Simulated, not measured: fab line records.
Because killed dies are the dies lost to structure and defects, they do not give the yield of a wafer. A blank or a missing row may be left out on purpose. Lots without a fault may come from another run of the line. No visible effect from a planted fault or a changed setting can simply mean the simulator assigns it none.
2 desks, one fault ; flow sky130 ; what lay behind the numbers comes last; until then each desk has only its own

== FOR THE TOOL OWNER'S DESK: implanter-03 ==
The tool's own readings at SKY_NWELL_IMPLANT_11, given as means over the sampled wafers that have a number, one for each lot that went through this tool. The brackets show how far a lot's mean lies from the usual mean; more than 4 standard deviations puts the lot out of limits, marked OUT.
Columns: A = beamEnergyKeV at SKY_NWELL_IMPLANT_11, usual 400.01
lot;first seen here;A
L744;day 4 18:37;400.01
L752;day 6 13:00;399.89
L754;day 7 01:27;400.02
L761;day 8 16:09;469.87 (+99 or more) OUT
L763;day 9 07:52;469.97 (+99 or more) OUT
This desk's verdict: out of limits on L761, L763, starting with L761 at day 8 16:09 (beamEnergyKeV at SKY_NWELL_IMPLANT_11). Within limits: L744, L752, L754.

== AT THE METROLOGY DESK ==
What the gauges read for every lot (on any tool): the sampled wafers with a number, averaged. The brackets show how far a lot's mean lies from the usual mean; more than 4 standard deviations puts the lot out of limits, marked OUT.
Columns: A = NWELL_RS at SKY_NWELL_RS_MEAS_29, usual 624.4 ohm/sq
lot;first seen here;A
L744;day 5 13:29;623.7
L745;day 5 15:37;624.5
L747;day 6 00:41;623.7
L748;day 6 09:26;625.4
L751;day 7 02:15;626.8
L752;day 7 08:57;625.2
L754;day 7 22:48;625.2
L755;day 8 03:15;623.6
L761;day 9 14:04;603.8 (-16) OUT
L763;day 10 07:59;603.1 (-16) OUT
L764;day 10 13:07;624.3
L766;day 10 21:32;624.6
This desk reports L761, L763 out of limits; the earliest was L761 at day 9 14:04 (NWELL_RS at SKY_NWELL_RS_MEAS_29). Within limits: L744, L745, L747, L748, L751, L752, L754, L755, L764, L766.

== BROUGHT TOGETHER ==
The tool owner's desk had the chance to raise an alarm at day 8 16:09 on L761, L763.
The metrology desk could have raised an alarm at day 9 14:04, on L761, L763.
Of the lots named, all ran SKY_NWELL_IMPLANT_11 on implanter-03.

== WHAT THE SIMULATOR HAD INSERTED ==
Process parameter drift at SKY_NWELL_IMPLANT_11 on implanter-03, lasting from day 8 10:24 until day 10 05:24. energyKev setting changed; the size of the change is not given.
Lots struck among those shown: L761, L763.
Counting hours from when the fault started, the first reading out of limits came at 6 for the tool owner's desk and at 28 for the metrology desk.
